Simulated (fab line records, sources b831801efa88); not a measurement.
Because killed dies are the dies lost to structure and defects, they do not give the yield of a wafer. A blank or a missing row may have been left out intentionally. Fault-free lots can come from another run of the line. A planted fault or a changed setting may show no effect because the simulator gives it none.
fab line records	flow sky130
record lots=11	wafers=33	last_day=50
route steps=708 shown NWELL@79 VT_ADJUST_HVTP@96 VT_ADJUST_PCH@152 SONOS_ONO@168
lots that met no fault: from a run of the same line without faults
start_h: the number of hours between the record's first day and the start of the first shown wafer of the lot	wait_h: hours elapsed since this lot's preceding step	" identical to the entry in the row above	L1.1+2: a row that stands for several wafers	- either no value or no given start	* or withheld: withheld	< > ~ a bound
route shown NAME@n: names a module that has steps shown in the file, with the first one's number in the route	usual: mean/standard deviation taken from wafers without a fault	same: alike in all rows	chamber/n: place in a boat	sites: per-site readings	_std_site: how widely they spread, as a standard deviation	_edge_site: the outer-site mean with the inner-site mean subtracted	radius_mm: how far each site lies from the wafer's centre	mask NAME#n: copy n	behind: the most recent tool/chamber to have shaped the wafer	hold: reason for holding the lot/hours on hold/outcome of the hold	device: the n, p or np transistor that did not switch	end of line: tests run on the same wafers once the route is complete	step lacking rows: just its recipe	killed: the dies lost at the first sort to structure and to defects; this is not the yield of the wafer	map: a wafer's dies, x killed, . not, _ none there
set.NAME: setting as actually run; set.NAME@STEP: the setting as run at that earlier step	model.NAME: the simulator's own value behind a step, which no gauge read
steps of the route over a sample of lots; a table a step, a row a wafer
services: a tool's chamber out of use, with start hour (start_h, from the record's first day; less than 0 if before it), hours out, and reason
## steps
# step SKY_NWELL_TW_MEAS_26
# usual NWELL_2_TW=497.1/2.6
lot.wafer	tool	chamber	start_h	wait_h	NWELL_2_TW
L561.1	film_metro-01	-	102.73	0.1	495.0
L561.5	"	-	"	"	496.2
L561.6	"	-	"	"	497.9
L566.2	film_metro-03	-	135.70	0.1	498.1
L566.3	"	-	"	"	495.2
L566.5	"	-	"	"	498.7
L573.2	film_metro-02	-	176.72	0.1	500.7
L573.3	"	-	"	"	500.6
L573.5	"	-	"	"	500.8
L574.1	film_metro-03	-	181.63	0.1	494.3
L574.4	"	-	"	"	498.4
L574.5	"	-	"	"	494.3
L575.2	film_metro-02	-	197.85	0.1	500.0
L575.4	"	-	"	"	501.4
L575.5	"	-	"	"	499.8
L576.3	film_metro-03	-	201.81	0.1	493.9
L576.4	"	-	"	"	493.5
L576.6	"	-	"	"	495.4
L577.3	film_metro-02	-	204.00	0.1	497.4
L577.5	"	-	"	"	501.1
L577.6	"	-	"	"	498.5
L578.2	film_metro-02	-	208.44	0.1	498.7
L578.4	"	-	"	"	498.2
L578.6	"	-	"	"	499.6
L582.3	film_metro-01	-	231.35	0.1	497.8
L582.5	"	-	"	"	497.5
L582.6	"	-	"	"	500.4
L583.3	film_metro-01	-	239.33	0.1	497.7
L583.4	"	-	"	"	495.0
L583.5	"	-	"	"	496.2
L584.1	film_metro-01	-	244.03	0.1	495.4
L584.2	"	-	"	"	497.8
L584.6	"	-	"	"	498.9
# step SKY_VT_ADJUST_HVTP_TW_MEAS_11
# usual VT_ADJUST_HVTP_TW=1354/6.7
lot.wafer	tool	chamber	start_h	wait_h	VT_ADJUST_HVTP_TW
L561.1	film_metro-04	-	120.52	0.1	1346
L561.5	"	-	"	"	1348
L561.6	"	-	"	"	1347
L566.2	film_metro-01	-	155.04	0.1	1349
L566.3	"	-	"	"	1350
L566.5	"	-	"	"	1353
L573.2	film_metro-01	-	198.36	0.1	1342
L573.3	"	-	"	"	1344
L573.5	"	-	"	"	1344
L574.1	film_metro-01	-	203.78	0.1	1356
L574.4	"	-	"	"	1350
L574.5	"	-	"	"	1346
L575.2	film_metro-04	-	219.89	0.1	1367
L575.4	"	-	"	"	1362
L575.5	"	-	"	"	1361
L576.3	film_metro-04	-	223.79	0.1	1356
L576.4	"	-	"	"	1363
L576.6	"	-	"	"	1365
L577.3	film_metro-01	-	226.79	0.1	1355
L577.5	"	-	"	"	1354
L577.6	"	-	"	"	1346
L578.2	film_metro-04	-	230.81	0.1	1366
L578.4	"	-	"	"	1362
L578.6	"	-	"	"	1361
L582.3	film_metro-04	-	255.00	0.1	1363
L582.5	"	-	"	"	1358
L582.6	"	-	"	"	1358
L583.3	film_metro-01	-	262.37	0.1	1349
L583.4	"	-	"	"	1354
L583.5	"	-	"	"	1352
L584.1	film_metro-04	-	267.75	0.1	1361
L584.2	"	-	"	"	1370
L584.6	"	-	"	"	1365
# step SKY_VT_ADJUST_PCH_STRIP_09
# recipe chemistry=O2/N2	power_w=1400	pressure_mtorr=1500	platen_temp_c=withheld	o2_flow_sccm=3000	n2_flow_sccm=300	overash_fraction=0.5
# usual drypump_motor_current_A=5.6/0.45	oes_product_au=0.722/0.0046	strip_time_to_endpoint_s=36.88/0.12
lot.wafer	tool	chamber	start_h	wait_h	drypump_motor_current_A	oes_product_au	rf_hours_counter_h	strip_time_to_endpoint_s
L561.1	plasma_asher-02	1	221.01	0.1	4.9	0.717	50	36.91
L561.5	"	1	"	"	4.9	0.714	-	36.92
L561.6	"	0	"	"	6.4	0.728	-	36.99
L566.2	plasma_asher-01	0	261.41	0.1	5.2	0.715	46	36.97
L566.3	"	1	"	"	5.8	0.731	-	36.79
L566.5	"	1	"	"	5.9	0.726	-	36.92
L573.2	plasma_asher-04	1	315.95	0.1	5.8	0.720	19	36.89
L573.3	"	1	"	"	5.8	0.717	-	36.82
L573.5	"	0	"	"	5.6	0.723	-	36.79
L574.1	plasma_asher-04	1	322.61	0.1	5.8	0.725	20	36.83
L574.4	"	1	"	"	5.8	0.721	-	36.95
L574.5	"	1	"	"	5.8	0.723	-	36.79
L575.2	plasma_asher-04	0	340.95	0.1	5.6	0.718	22	36.73
L575.4	"	1	"	"	5.8	0.716	-	36.63
L575.5	"	1	"	"	5.8	0.716	-	36.61
L576.3	plasma_asher-02	1	345.76	0.1	4.8	0.723	-	36.98
L576.4	"	0	"	"	6.4	0.730	-	36.94
L576.6	"	1	"	"	4.8	0.725	-	36.98
L577.3	plasma_asher-02	1	349.25	0.1	4.9	0.727	-	37.01
L577.5	"	0	"	"	6.4	0.724	-	37.14
L577.6	"	1	"	"	4.8	0.725	-	36.91
L578.2	plasma_asher-04	0	352.10	0.1	5.6	0.719	23	36.86
L578.4	"	1	"	"	5.8	0.724	-	36.79
L578.6	"	0	"	"	5.5	0.727	-	36.96
L582.3	plasma_asher-01	1	384.70	0.1	5.8	0.719	-	37.00
L582.5	"	1	"	"	5.8	0.715	-	36.92
L582.6	"	0	"	"	5.2	0.720	-	36.96
L583.3	plasma_asher-01	1	396.50	0.1	5.8	0.729	-	36.99
L583.4	"	0	"	"	5.2	0.715	-	37.10
L583.5	"	1	"	"	5.8	0.719	-	37.11
L584.1	plasma_asher-04	0	400.91	0.1	5.6	0.718	28	36.86
L584.2	"	1	"	"	5.8	0.717	28	36.89
L584.6	"	0	"	"	5.6	0.728	-	36.80
# step SKY_SONOS_ONO_OXIDATION_00
# recipe temp_c=800	ambient=O2	idle_temp_c=700	ramp_up_c_per_min=10	ramp_down_c_per_min=3	stabilise_s=600	purge_s=300	target_thk_a=26	ox_time_s=1249
# usual spike_tc_bottom_C=820.4/0.93	spike_tc_centre_C=800.2/1	spike_tc_lower_C=800.7/1.9	spike_tc_top_C=812.6/1.2	spike_tc_upper_C=800.2/1.2	tube_center_temp_C=800/0.07	tube_center_temp_C_max=802.05/0.3	zone_power_bottom_pct=20.8/0.48	zone_power_centre_pct=14.16/0.13
lot.wafer	tool	chamber	start_h	wait_h	spike_tc_bottom_C	spike_tc_centre_C	spike_tc_lower_C	spike_tc_top_C	spike_tc_upper_C	tube_center_temp_C	tube_center_temp_C_max	zone_power_bottom_pct	zone_power_centre_pct
L561.1	furnace-01	0	244.25	0.0	820.9	800.8	802.0	814.7	799.5	799.99	801.84	21.4	14.38
L561.5	"	0	"	"	820.1	801.5	803.0	814.1	799.5	799.99	802.06	21.3	14.21
L561.6	"	0	"	"	820.3	800.0	801.6	812.7	797.9	800.06	802.58	21.5	14.13
L566.2	furnace-02	0	289.20	3.0	819.9	800.4	799.9	811.5	800.1	799.8	801.89	20.6	14.37
L566.3	"	0	"	"	821.8	800.5	800.0	810.8	800.4	799.94	801.90	20.3	14.30
L566.5	"	0	"	"	820.9	801.2	800.5	811.5	800.8	800.06	802.43	20.6	14.30
L573.2	furnace-01	0	342.31	0.0	836.2	816.7	820.5	828.4	815.4	816.07	818.33	22.6	14.84
L573.3	"	0	"	"	835.4	816.9	820.0	828.4	815.1	816.06	818.13	22.9	14.78
L573.5	"	0	"	"	836.1	816.3	818.8	829.6	814.3	815.99	817.78	22.2	14.59
L574.1	furnace-02	0	349.79	0.9	819.4	800.8	799.4	811.9	800.1	800	802.51	20.5	14.19
L574.4	"	0	"	"	820.6	799.2	801.8	811.3	800.4	799.92	802.15	20.8	14.29
L574.5	"	0	"	"	821.4	801.8	800.8	812.0	800.3	799.93	801.68	20.6	14.27
L575.2	furnace-01	0	369.20	0.0	834.5	818.2	818.7	829.8	816.1	816.11	818.54	21.9	14.73
L575.4	"	0	"	"	836.6	816.0	819.0	828.4	812.7	815.9	817.50	21.9	14.61
L575.5	"	0	"	"	836.0	815.5	820.1	828.9	816.0	815.95	817.77	22.2	14.80
L576.3	furnace-02	0	375.91	0.6	821.9	801.5	799.4	812.5	799.5	800.09	801.86	20.6	13.70
L576.4	"	0	"	"	821.4	802.1	800.4	811.9	802.2	799.93	802.10	20.6	14.12
L576.6	"	0	"	"	819.5	800.6	797.9	813.3	801.7	799.96	802.33	20.7	14.06
L577.3	furnace-02	0	378.66	0.6	819.5	799.5	799.2	812.7	803.6	799.97	801.96	20.5	14.27
L577.5	"	0	"	"	820.0	799.1	799.5	812.7	800.5	799.98	802.14	20.4	14.09
L577.6	"	0	"	"	821.0	799.9	800.7	813.4	799.3	800.01	802.13	20.4	14.03
L578.2	furnace-02	0	381.63	0.4	821.7	802.4	800.9	813.1	800.3	800.1	801.79	20.3	14.28
L578.4	"	0	"	"	820.3	801.1	799.5	811.5	801.6	800.06	802.31	20.4	14.20
L578.6	"	0	"	"	820.9	800.4	799.5	811.6	802.0	800.14	802.07	20.6	14.32
L582.3	furnace-02	0	415.56	1.1	821.3	799.9	798.2	813.5	800.6	800.02	802.05	20.6	14.08
L582.5	"	0	"	"	821.0	799.3	800.7	813.4	800.9	799.99	801.85	20.7	14.28
L582.6	"	0	"	"	818.8	799.6	798.4	812.1	799.6	800.05	802.36	20.7	14.05
L583.3	furnace-02	0	426.95	0.7	821.0	799.9	799.7	811.9	801.0	799.96	801.95	20.7	14.02
L583.4	"	0	"	"	819.4	801.3	801.4	812.5	801.5	800.02	802.04	20.6	14.19
L583.5	"	0	"	"	820.4	798.8	799.1	812.9	802.2	799.99	801.93	20.3	14.30
L584.1	furnace-02	0	432.37	0.8	819.9	801.2	797.6	811.7	800.6	800.06	802.06	20.7	14.05
L584.2	"	0	"	"	820.5	799.9	797.7	812.4	802.0	800.03	801.45	20.9	14.27
L584.6	"	0	"	"	820.0	799.6	800.1	812.1	801.4	799.84	802.16	20.3	14.13
# step SKY_SONOS_ONO_THK_MEAS_01
# recipe reads=SiO2_of_SONOS_ONO_OXIDATION_00
# usual SONOS_ONO_OXIDATION_THK=2.60/0.055
lot.wafer	tool	chamber	start_h	wait_h	SONOS_ONO_OXIDATION_THK[nm]
L561.1	film_metro-02	-	245.60	0.0	2.64
L561.5	"	-	"	"	2.62
L561.6	"	-	"	"	2.62
L566.2	film_metro-04	-	290.56	0.0	2.70
L566.3	"	-	"	"	2.67
L566.5	"	-	"	"	2.61
L573.2	film_metro-02	-	343.66	0.0	3.29
L573.3	"	-	"	"	3.17
L573.5	"	-	"	"	3.25
L574.1	film_metro-02	-	351.14	0.0	2.59
L574.4	"	-	"	"	2.60
L574.5	"	-	"	"	2.55
L575.2	film_metro-03	-	370.56	0.0	3.20
L575.4	"	-	"	"	3.30
L575.5	"	-	"	"	3.29
L576.3	film_metro-04	-	377.28	0.0	2.57
L576.4	"	-	"	"	2.63
L576.6	"	-	"	"	2.59
L577.3	film_metro-02	-	380.02	0.0	2.67
L577.5	"	-	"	"	2.66
L577.6	"	-	"	"	2.69
L578.2	film_metro-03	-	382.99	0.0	2.69
L578.4	"	-	"	"	2.71
L578.6	"	-	"	"	2.67
L582.3	film_metro-03	-	416.93	0.0	2.43
L582.5	"	-	"	"	2.51
L582.6	"	-	"	"	2.54
L583.3	film_metro-04	-	428.31	0.0	2.60
L583.4	"	-	"	"	2.46
L583.5	"	-	"	"	2.51
L584.1	film_metro-03	-	433.72	0.0	2.50
L584.2	"	-	"	"	2.56
L584.6	"	-	"	"	2.55
## services
tool	chamber	start_h	hours	kind
furnace-02	-	199.50	3.4	pm
furnace-01	-	229.37	3.2	pm
furnace-01	-	259.33	3.6	pm
furnace-02	-	268.13	4.1	pm
furnace-01	-	283.79	5.0	pm
plasma_asher-01	-	284.15	28.1	pm
plasma_asher-04	-	309.93	2.8	pm
plasma_asher-02	-	337.13	1.2	repair
plasma_asher-01	-	359.54	2.6	repair
plasma_asher-01	-	366.70	0.4	repair
furnace-01	-	397.63	3.7	pm
plasma_asher-01	-	407.28	2.8	pm
## key
first_sign step=SKY_SONOS_ONO_OXIDATION_00	reading=tube_center_temp_C	direction=up	sigmas=99+	usual=*	struck=*
effect step=SKY_SONOS_ONO_OXIDATION_00	reading=tube_center_temp_C_max	direction=up	sigmas=53	usual=*	struck=*
effect step=SKY_SONOS_ONO_THK_MEAS_01	reading=SONOS_ONO_OXIDATION_THK	direction=up	sigmas=12	usual=2.60	struck=3.25
met_at SKY_SONOS_ONO_OXIDATION_00
struck_lots L573,L575
tester_left_out L573,L575
not_acting_at SKY_NWELL_TW_MEAS_26,SKY_VT_ADJUST_HVTP_TW_MEAS_11,SKY_VT_ADJUST_PCH_STRIP_09
onset_between 244.25 342.31
fault kind=process_parameter_drift	tool=furnace-01	chamber=-	onset_h=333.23	steps=SKY_SONOS_ONO_OXIDATION_00	channel=temp_c	offset=*	shape=step	end_h=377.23	acts_in=*	stated=*
# tester_left_out: of these lots the tester's yield and bins aren't shown, on N5 and GAA mostly nor the transistor test; their killed dies are dies lost to structure and defects alone, not to doping, threshold or leakage, so they don't give the yield
